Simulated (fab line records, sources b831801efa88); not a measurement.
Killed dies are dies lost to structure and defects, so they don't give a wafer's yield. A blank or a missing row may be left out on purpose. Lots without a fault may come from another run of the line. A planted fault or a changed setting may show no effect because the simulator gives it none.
Which tool did it? | flow sky130 | 12 lots, 36 wafers sampled, at 3 steps of a route of 708

WHAT THE GAUGES READ, wafer by wafer
SKY_VIA4_RS_MEAS_19: measures by four-point-probe.
lot  | measured     | on            | VIA4_W_RS (ohm/sq)
L787 | day 42 23:26 | film_metro-02 | 0.2276 0.2263 0.2305
L788 | day 43 05:53 | film_metro-02 | 0.2311 0.2307 0.2294
L790 | day 44 01:41 | film_metro-01 | 0.2308 0.2302 0.2304
L794 | day 45 01:05 | film_metro-01 | 0.2239 0.2244 0.2303
L798 | day 46 01:16 | film_metro-01 | 0.2299 0.2272 0.2308
L799 | day 46 06:48 | film_metro-01 | 0.2288 0.2303 0.2327
L804 | day 47 12:52 | film_metro-02 | 0.2298 0.2264 0.2250
L805 | day 47 16:15 | film_metro-01 | 0.2326 0.2325 0.2282
L808 | day 48 07:50 | film_metro-04 | 0.2258 0.2262 0.2251
L807 | day 48 11:19 | film_metro-01 | 0.2265 0.2249 0.2250
L809 | day 48 16:27 | film_metro-01 | 0.2250 0.2221 0.2233
L810 | day 48 20:49 | film_metro-01 | 0.2265 0.2303 0.2276

SKY_PASSIVATION_THK_MEAS_01.
lot  | measured     | on            | PASSIVATION_CVD_00_THK (nm)
L787 | day 44 00:05 | film_metro-04 | 90.3 90.9 90.6
L788 | day 44 06:20 | film_metro-04 | 89.4 89.2 89.6
L790 | day 45 01:20 | film_metro-04 | 88.9 90.9 90.6
L794 | day 46 00:08 | film_metro-02 | 88.5 90.9 90.5
L798 | day 46 23:11 | film_metro-04 | 90.0 89.9 90.1
L799 | day 47 04:33 | film_metro-04 | 88.7 90.4 90.2
L804 | day 48 08:18 | film_metro-03 | 90.5 90.5 91.3
L805 | day 48 12:34 | film_metro-02 | 89.1 88.0 89.7
L808 | day 49 04:17 | film_metro-02 | 90.5 91.0 88.8
L807 | day 49 06:55 | film_metro-04 | 89.5 89.7 91.4
L809 | day 49 11:42 | film_metro-03 | 90.2 89.8 90.8
L810 | day 49 15:41 | film_metro-03 | 89.8 91.3 91.1

WHICH TOOL RAN EACH LOT (tool, then ch and the chambers of the sampled wafers, then the start)
lot  | SKY_VIA4_CVD_18
L787 | cvd_w-02 ch 0,1, day 42 23:16
L788 | cvd_w-02 ch 0,1, day 43 05:44
L790 | cvd_w-01 ch 1, day 44 01:30
L794 | cvd_w-01 ch 0,1, day 45 00:56
L798 | cvd_w-02 ch 0,1, day 46 01:07
L799 | cvd_w-01 ch 0,1, day 46 06:40
L804 | cvd_w-02 ch 0,1, day 47 12:43
L805 | cvd_w-02 ch 0,1, day 47 16:06
L808 | cvd_w-01 ch 0,1, day 48 07:42
L807 | cvd_w-01 ch 1, day 48 11:10
L809 | cvd_w-01 ch 0,1, day 48 16:16
L810 | cvd_w-01 ch 0,1, day 48 20:40
- SKY_VIA4_CVD_18: deposits W, target thk 505 nm, time 152.14 s.

WHAT THE TOOLS THEMSELVES READ (means of the sampled wafers that have a number; where no wafer has one, the mark that the record gives instead)
SKY_VIA4_CVD_18.
lot  | tool     | heater_power_w (W)
L787 | cvd_w-02 | 923
L788 | cvd_w-02 | 892
L790 | cvd_w-01 | 762
L794 | cvd_w-01 | 814
L798 | cvd_w-02 | 939
L799 | cvd_w-01 | 817
L804 | cvd_w-02 | 896
L805 | cvd_w-02 | 882
L808 | cvd_w-01 | 784
L807 | cvd_w-01 | 776
L809 | cvd_w-01 | 803
L810 | cvd_w-01 | 816

THE ANSWER, worked out from the rows above alone
Rule: what is usual is taken from the lots themselves. Put in order of their means at a reading, lots are off if they are a third of the lots or fewer, leave a main group of 4 or more, and stand apart from it by a gap of 3 or more times the standard deviation of the main group's means; of several such gaps the widest counts. A main group whose means are all the same, to the digits that the tables above print for the reading, isn't used. A lot without any number at a reading at which 4 lots or more have one is off too. The other lots that the step has rows for count as sound. The gauges are gone through in route order, then the tools' own readings, and for those a lot's mean is taken as printed above. The first step at which some lot is off is used, and at that step the reading that is off furthest; a lot without a number counts as furthest.
No lot is off at any reading shown: from this, nothing can be told.

WHAT THE SIMULATOR HAD PUT IN
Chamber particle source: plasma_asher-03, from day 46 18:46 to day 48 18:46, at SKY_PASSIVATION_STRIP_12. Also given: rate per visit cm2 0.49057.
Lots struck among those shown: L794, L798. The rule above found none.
